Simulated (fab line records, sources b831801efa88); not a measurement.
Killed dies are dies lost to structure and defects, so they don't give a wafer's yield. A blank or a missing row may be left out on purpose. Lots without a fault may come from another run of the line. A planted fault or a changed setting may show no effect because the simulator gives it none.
Tool commonality check | flow sky130 | 12 lots, 36 wafers sampled

WHY IT WAS OPENED
At SKY_LDD_LDN_TW_MEAS_13 the reading LDD_LDN_TW is flagged on 2 of 12 lots. Wafers without a fault read 1476, standard deviation 12.
Rule: a lot is flagged when every wafer of it that has a number lies more than 4 standard deviations from that mean, or none has a number. The other lots count as sound.

lot  | measured     | on            | LDD_LDN_TW, wafer by wafer | flag
L565 | day 24 02:01 | film_metro-02 | 1472 1460 1459             |
L566 | day 24 04:11 | film_metro-02 | 1460 1463 1463             |
L569 | day 26 06:03 | film_metro-04 | 1477 1477 1481             |
L571 | day 26 07:37 | film_metro-04 | 1481 1481 1481             |
L572 | day 26 07:55 | film_metro-01 | 1485 1483 1471             |
L574 | day 26 18:06 | film_metro-02 | 1454 1455 1463             |
L573 | day 26 20:06 | film_metro-02 | 1462 1457 1459             |
L575 | day 26 22:19 | film_metro-02 | 1456 1462 1443             |
L576 | day 26 23:34 | film_metro-04 | 1474 1480 1481             |
L582 | day 29 04:53 | film_metro-01 | 1539 1541 1544             | FLAGGED
L585 | day 30 11:32 | film_metro-01 | 1546 1540 1544             | FLAGGED
L587 | day 30 23:22 | film_metro-01 | 1486 1486 1478             |
The numbers of the flagged lots are 1542 on average: +66 against the usual, or +6 standard deviations.

WHICH TOOL RAN EACH LOT
The record holds 1 process step before the reading, out of a route of 708 steps. In each cell: the tool, then ch and the chambers that the sampled wafers went through, then the start.
lot  | flag    | SKY_LDD_LDN_IMPLANT_10
L565 |         | implanter-03 ch 0, day 24 01:37
L566 |         | implanter-02 ch 0, day 24 03:49
L569 |         | implanter-02 ch 0, day 26 05:39
L571 |         | implanter-02 ch 0, day 26 07:13
L572 |         | implanter-03 ch 0, day 26 07:31
L574 |         | implanter-01 ch 0, day 26 17:43
L573 |         | implanter-02 ch 0, day 26 19:43
L575 |         | implanter-01 ch 0, day 26 21:55
L576 |         | implanter-02 ch 0, day 26 23:11
L582 | FLAGGED | implanter-01 ch 0, day 29 04:29
L585 | FLAGGED | implanter-01 ch 0, day 30 11:08
L587 |         | implanter-02 ch 0, day 30 22:59
What these steps do:
- SKY_LDD_LDN_IMPLANT_10
- SKY_LDD_LDN_TW_MEAS_13

FLAGGED OVER TOTAL, TOOL BY TOOL (the gauges that took the reading come last)
step                   | tool          | lots run | flagged | share of the flagged lots | sound lots run after its first flagged lot
SKY_LDD_LDN_IMPLANT_10 | implanter-01  | 4        | 2       | all                       | 0
SKY_LDD_LDN_IMPLANT_10 | implanter-02  | 6        | 0       | none                      | -
SKY_LDD_LDN_IMPLANT_10 | implanter-03  | 2        | 0       | none                      | -
SKY_LDD_LDN_TW_MEAS_13 | film_metro-01 | 4        | 2       | all                       | 1 (L587)
SKY_LDD_LDN_TW_MEAS_13 | film_metro-02 | 5        | 0       | none                      | -
SKY_LDD_LDN_TW_MEAS_13 | film_metro-04 | 3        | 0       | none                      | -

WHAT THE TABLE ALLOWS
2 rows of the table ran every flagged lot: implanter-01 at SKY_LDD_LDN_IMPLANT_10, film_metro-01 at SKY_LDD_LDN_TW_MEAS_13.
- implanter-01 at SKY_LDD_LDN_IMPLANT_10: 2 of its 4 lots flagged. Its last sound lot is L575 (day 26 21:55), its first flagged lot L582 (day 29 04:29): a fault that began between those two fits. Its own readings lie more than 4 standard deviations out on every wafer of the flagged lots: dose_ions_cm2, faraday_current_uA.
- film_metro-01 at SKY_LDD_LDN_TW_MEAS_13: 2 of its 4 lots flagged. Sound lots ran on it after the first flagged one (L587), which a lasting fault on the whole tool wouldn't allow.
One tool is left: implanter-01 at SKY_LDD_LDN_IMPLANT_10.

WHAT THE SIMULATOR HAD PUT IN
Process parameter drift: implanter-01, from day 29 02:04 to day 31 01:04, at SKY_LDD_LDN_IMPLANT_10. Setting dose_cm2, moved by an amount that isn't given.
Lots struck among those shown: L582, L585. The rule above found the same.
